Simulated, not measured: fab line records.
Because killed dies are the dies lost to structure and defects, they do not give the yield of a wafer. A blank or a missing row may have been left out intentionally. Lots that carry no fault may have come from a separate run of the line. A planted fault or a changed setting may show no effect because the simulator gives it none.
The tool behind it: which one?    flow sky130    21 wafers sampled from 7 lots at 1 step of a route of 708

== WHAT THE GAUGES SHOWED, per wafer ==
SKY_NWELL_THK_MEAS_02.
lot   measured     on             NWELL_OXIDATION_THK (nm)
L549  day 3 08:56  film metro-02  10.07 9.94 9.90
L551  day 3 15:20  film metro-02  9.89 10.03 10.04
L554  day 4 05:59  film metro-04  10.14 10.13 9.99
L556  day 4 18:20  film metro-02  10.15 10.17 9.97
L565  day 6 15:47  film metro-01  9.76 9.92 9.85
L567  day 7 00:49  film metro-01  10.07 10.14 10.01
L569  day 7 12:09  film metro-04  9.80 9.66 9.55

== WHAT TOOL EACH LOT RAN ON (gives the tool, then ch and the chambers of the sampled wafers, and finally the start) ==
No process step before these readings appears in the record.

== THE ANSWER, worked out from the rows above alone ==
Rule: the usual values come from the lots themselves. The widest of any qualifying gaps counts: lots, ordered by their means at a reading, are off when they make up no more than a third of the lots, leave a main group of 4 or more, and stand apart from it by 3 or more times the standard deviation of that group's means. If all means in a main group match to the digits the tables above print for the reading, that group is not used. Also off: a lot with no number at a reading for which 4 or more lots have one. All remaining lots with rows at the step are treated as sound.
No lot is off on any of the readings shown, so nothing can be concluded from this.

== WHAT THE SIMULATOR HAD INSERTED ==
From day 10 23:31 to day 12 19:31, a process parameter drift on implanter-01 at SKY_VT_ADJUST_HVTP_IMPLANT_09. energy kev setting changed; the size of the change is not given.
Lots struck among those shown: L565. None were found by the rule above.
